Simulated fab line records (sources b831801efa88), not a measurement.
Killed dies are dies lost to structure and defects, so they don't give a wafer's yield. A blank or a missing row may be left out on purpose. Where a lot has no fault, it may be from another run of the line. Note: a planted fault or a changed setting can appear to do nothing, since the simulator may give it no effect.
Which tool did it? :: flow sky130 :: Sampling: 8 lots, 24 wafers, 5 of 708 route steps

## WHAT THE GAUGES SHOWED, per wafer
SKY_LDD_P_TW_MEAS_11. Usual: for LDD_P_TW the level is 637.6 and the standard deviation is 2.8.
lot: L478
measured: day 18 10:23
on: film_metro-01
LDD_P_TW: 642.4 642.5 643.6
flag: 

lot: L479
measured: day 19 03:32
on: film_metro-03
LDD_P_TW: 636.7 638.0 632.8
flag: 

lot: L480
measured: day 19 13:53
on: film_metro-03
LDD_P_TW: 633.2 635.8 637.4
flag: 

lot: L481
measured: day 20 05:37
on: film_metro-01
LDD_P_TW: 636.7 638.8 635.5
flag: 

lot: L485
measured: day 21 12:55
on: film_metro-01
LDD_P_TW: 1058.3 1051.3 1050.4
flag: OFF

lot: L486
measured: day 21 22:23
on: film_metro-04
LDD_P_TW: 1059.3 1064.0 1064.5
flag: OFF

lot: L487
measured: day 22 11:35
on: film_metro-01
LDD_P_TW: 1056.0 1058.5 1057.3
flag: OFF

lot: L488
measured: day 22 16:14
on: film_metro-04
LDD_P_TW: 1048.9 1052.4 1050.1
flag: OFF

SKY_CONTACT_OVL_MEAS_15. Usual: for CONTACT_OVL the level is -1 nm and the standard deviation is 5.8.
lot: L478
measured: day 30 22:38
on: overlay-02
CONTACT_OVL (nm): -6 -3 -3
flag: 

lot: L479
measured: day 31 14:23
on: overlay-01
CONTACT_OVL (nm): 2 6 1
flag: 

lot: L480
measured: day 32 00:54
on: overlay-02
CONTACT_OVL (nm): -7 -2 -7
flag: 

lot: L481
measured: day 32 14:38
on: overlay-01
CONTACT_OVL (nm): 5 -4 -3
flag: 

lot: L485
measured: day 33 18:56
on: overlay-01
CONTACT_OVL (nm): -5 -8 -7
flag: 

lot: L486
measured: day 34 03:20
on: overlay-02
CONTACT_OVL (nm): -8 -4 0
flag: 

lot: L487
measured: day 34 15:05
on: overlay-02
CONTACT_OVL (nm): 7 3 -8
flag: 

lot: L488
measured: day 34 20:20
on: overlay-02
CONTACT_OVL (nm): -1 1 0
flag: 

## WHAT TOOL EACH LOT RAN ON (gives the tool, then ch and the chambers of the sampled wafers, and finally the start)
lot: L478
SKY_LDD_P_IMPLANT_09: implanter-04 ch 0, day 18 10:09
SKY_SPACER_ETCHBACK_02: rie_diel-03 ch 1,2, day 22 08:44
SKY_LI_CONTACT_STRIP_16: plasma_asher-01 ch 0,1, day 28 11:36

lot: L479
SKY_LDD_P_IMPLANT_09: implanter-02 ch 0, day 19 03:18
SKY_SPACER_ETCHBACK_02: rie_diel-01 ch 1,2, day 23 01:31
SKY_LI_CONTACT_STRIP_16: plasma_asher-04 ch 1, day 29 02:45

lot: L480
SKY_LDD_P_IMPLANT_09: implanter-04 ch 0, day 19 13:40
SKY_SPACER_ETCHBACK_02: rie_diel-04 ch 0,1,3, day 23 09:55
SKY_LI_CONTACT_STRIP_16: plasma_asher-01 ch 0,1, day 29 13:26

lot: L481
SKY_LDD_P_IMPLANT_09: implanter-02 ch 0, day 20 05:22
SKY_SPACER_ETCHBACK_02: rie_diel-04 ch 0,1,3, day 24 01:22
SKY_LI_CONTACT_STRIP_16: plasma_asher-02 ch 0,1, day 30 03:36

lot: L485
SKY_LDD_P_IMPLANT_09: implanter-01 ch 0, day 21 12:40
SKY_SPACER_ETCHBACK_02: rie_diel-04 ch 0,2,3, day 25 07:07
SKY_LI_CONTACT_STRIP_16: plasma_asher-02 ch 0,1, day 31 08:24

lot: L486
SKY_LDD_P_IMPLANT_09: implanter-04 ch 0, day 21 22:08
SKY_SPACER_ETCHBACK_02: rie_diel-01 ch 0,3, day 25 17:11
SKY_LI_CONTACT_STRIP_16: plasma_asher-02 ch 0,1, day 31 17:02

lot: L487
SKY_LDD_P_IMPLANT_09: implanter-01 ch 0, day 22 11:20
SKY_SPACER_ETCHBACK_02: rie_diel-04 ch 0,2, day 26 05:58
SKY_LI_CONTACT_STRIP_16: plasma_asher-02 ch 0,1, day 32 04:57

lot: L488
SKY_LDD_P_IMPLANT_09: implanter-02 ch 0, day 22 16:00
SKY_SPACER_ETCHBACK_02: rie_diel-01 ch 0,1,3, day 26 11:17
SKY_LI_CONTACT_STRIP_16: plasma_asher-04 ch 0,1, day 32 10:03
- SKY_LDD_P_IMPLANT_09
- SKY_SPACER_ETCHBACK_02: etches Si3N4 in CH3F/O2, stops on SiO2, time 46.7 s, target depth 45 nm.
- SKY_LI_CONTACT_STRIP_16: strips in O2/N2.

## AS READ BY THE TOOLS THEMSELVES (means over the sampled wafers that have a number; for cases with no such wafer, the mark the record gives instead)
SKY_LDD_P_IMPLANT_09. Usual: beam_on_s 9.99 s, standard deviation 0.19; dose_ions_cm2 9.997e+12, standard deviation 1e+10.
lot: L478
tool: implanter-04
beam_on_s (s): 10.05
dose_ions_cm2: 9.998e+12
flag: 

lot: L479
tool: implanter-02
beam_on_s (s): 10.00
dose_ions_cm2: 1.001e+13
flag: 

lot: L480
tool: implanter-04
beam_on_s (s): 10.07
dose_ions_cm2: 9.982e+12
flag: 

lot: L481
tool: implanter-02
beam_on_s (s): 10.11
dose_ions_cm2: 9.998e+12
flag: 

lot: L485
tool: implanter-01
beam_on_s (s): 10.13
dose_ions_cm2: 9.996e+12
flag: 

lot: L486
tool: implanter-04
beam_on_s (s): 9.84
dose_ions_cm2: 9.996e+12
flag: 

lot: L487
tool: implanter-01
beam_on_s (s): 9.87
dose_ions_cm2: 9.990e+12
flag: 

lot: L488
tool: implanter-02
beam_on_s (s): 10.26
dose_ions_cm2: 9.991e+12
flag: 

SKY_SPACER_ETCHBACK_02. Usual: O2_flow_sccm 30.01 sccm, standard deviation 0.1; chamber_pressure_mTorr 25.000 mTorr, standard deviation 0.023; drypump_motor_current_A 5.7 A, standard deviation 0.35; oes_product_au 0.857 a.u., standard deviation 0.006; throttle_valve_pct 10.563 %, standard deviation 0.009.
lot: L478
tool: rie_diel-03
O2_flow_sccm (sccm): 29.99
chamber_pressure_mTorr (mTorr): 24.995
drypump_motor_current_A (A): 5.7
oes_product_au (a.u.): 0.862
throttle_valve_pct (%): 10.567
flag: 

lot: L479
tool: rie_diel-01
O2_flow_sccm (sccm): 29.96
chamber_pressure_mTorr (mTorr): 24.996
drypump_motor_current_A (A): 5.5
oes_product_au (a.u.): 0.852
throttle_valve_pct (%): 10.569
flag: 

lot: L480
tool: rie_diel-04
O2_flow_sccm (sccm): 30.05
chamber_pressure_mTorr (mTorr): 25.040
drypump_motor_current_A (A): 5.5
oes_product_au (a.u.): 0.859
throttle_valve_pct (%): 10.561
flag: 

lot: L481
tool: rie_diel-04
O2_flow_sccm (sccm): 29.99
chamber_pressure_mTorr (mTorr): 24.990
drypump_motor_current_A (A): 5.5
oes_product_au (a.u.): 0.859
throttle_valve_pct (%): 10.567
flag: 

lot: L485
tool: rie_diel-04
O2_flow_sccm (sccm): 29.95
chamber_pressure_mTorr (mTorr): 25.020
drypump_motor_current_A (A): 5.8
oes_product_au (a.u.): 0.863
throttle_valve_pct (%): 10.564
flag: 

lot: L486
tool: rie_diel-01
O2_flow_sccm (sccm): 30.06
chamber_pressure_mTorr (mTorr): 24.989
drypump_motor_current_A (A): 5.9
oes_product_au (a.u.): 0.860
throttle_valve_pct (%): 10.571
flag: 

lot: L487
tool: rie_diel-04
O2_flow_sccm (sccm): 30.00
chamber_pressure_mTorr (mTorr): 25.006
drypump_motor_current_A (A): 5.8
oes_product_au (a.u.): 0.853
throttle_valve_pct (%): 10.563
flag: 

lot: L488
tool: rie_diel-01
O2_flow_sccm (sccm): 30.04
chamber_pressure_mTorr (mTorr): 24.994
drypump_motor_current_A (A): 5.8
oes_product_au (a.u.): 0.854
throttle_valve_pct (%): 10.564
flag: 

SKY_LI_CONTACT_STRIP_16. Usual: chamber_pressure_mTorr 1500.1 mTorr, standard deviation 1.2; drypump_motor_current_A 5.6 A, standard deviation 0.47; oes_product_au 0.376 a.u., standard deviation 0.0049; strip_time_to_endpoint_s 3.52 s, standard deviation 0.039.
lot: L478
tool: plasma_asher-01
chamber_pressure_mTorr (mTorr): 1500.0
drypump_motor_current_A (A): 5.5
oes_product_au (a.u.): 0.375
strip_time_to_endpoint_s (s): 3.53
flag: 

lot: L479
tool: plasma_asher-04
chamber_pressure_mTorr (mTorr): 1500.8
drypump_motor_current_A (A): 6.4
oes_product_au (a.u.): 0.376
strip_time_to_endpoint_s (s): 3.52
flag: 

lot: L480
tool: plasma_asher-01
chamber_pressure_mTorr (mTorr): 1500.2
drypump_motor_current_A (A): 5.5
oes_product_au (a.u.): 0.375
strip_time_to_endpoint_s (s): 3.55
flag: 

lot: L481
tool: plasma_asher-02
chamber_pressure_mTorr (mTorr): 1500.5
drypump_motor_current_A (A): 5.6
oes_product_au (a.u.): 0.376
strip_time_to_endpoint_s (s): 3.53
flag: 

lot: L485
tool: plasma_asher-02
chamber_pressure_mTorr (mTorr): 1500.5
drypump_motor_current_A (A): 5.4
oes_product_au (a.u.): 0.375
strip_time_to_endpoint_s (s): 3.51
flag: 

lot: L486
tool: plasma_asher-02
chamber_pressure_mTorr (mTorr): 1500.2
drypump_motor_current_A (A): 5.3
oes_product_au (a.u.): 0.376
strip_time_to_endpoint_s (s): 3.53
flag: 

lot: L487
tool: plasma_asher-02
chamber_pressure_mTorr (mTorr): 1502.0
drypump_motor_current_A (A): 5.6
oes_product_au (a.u.): 0.373
strip_time_to_endpoint_s (s): 3.56
flag: 

lot: L488
tool: plasma_asher-04
chamber_pressure_mTorr (mTorr): 1499.3
drypump_motor_current_A (A): 6.2
oes_product_au (a.u.): 0.376
strip_time_to_endpoint_s (s): 3.52
flag: 

## THE ANSWER, worked out from the rows above alone
Rule: take the mean of a lot's wafers that have a number; if it is more than 3 standard deviations from the usual mean, the lot is off. Also off: a lot with no number at a reading for which 4 or more lots have one. Where the step has rows for the other lots, those lots are counted as sound. The gauges are gone through in route order, then the tools' own readings, and for those a lot's mean is taken as printed above. At the first step where some lot is off, the reading lying furthest off is the one used; lots without a number count as furthest.
Off: L485, L486, L487, L488, at SKY_LDD_P_TW_MEAS_11 (LDD_P_TW).
If a tool, at a process step before that reading, ran all the lots that are off and no sound lot after the first of them, it fits. Gauges at SKY_LDD_P_TW_MEAS_11: tried the same way as those tools. Of those tried, none fits.

## WHAT THE SIMULATOR PUT IN
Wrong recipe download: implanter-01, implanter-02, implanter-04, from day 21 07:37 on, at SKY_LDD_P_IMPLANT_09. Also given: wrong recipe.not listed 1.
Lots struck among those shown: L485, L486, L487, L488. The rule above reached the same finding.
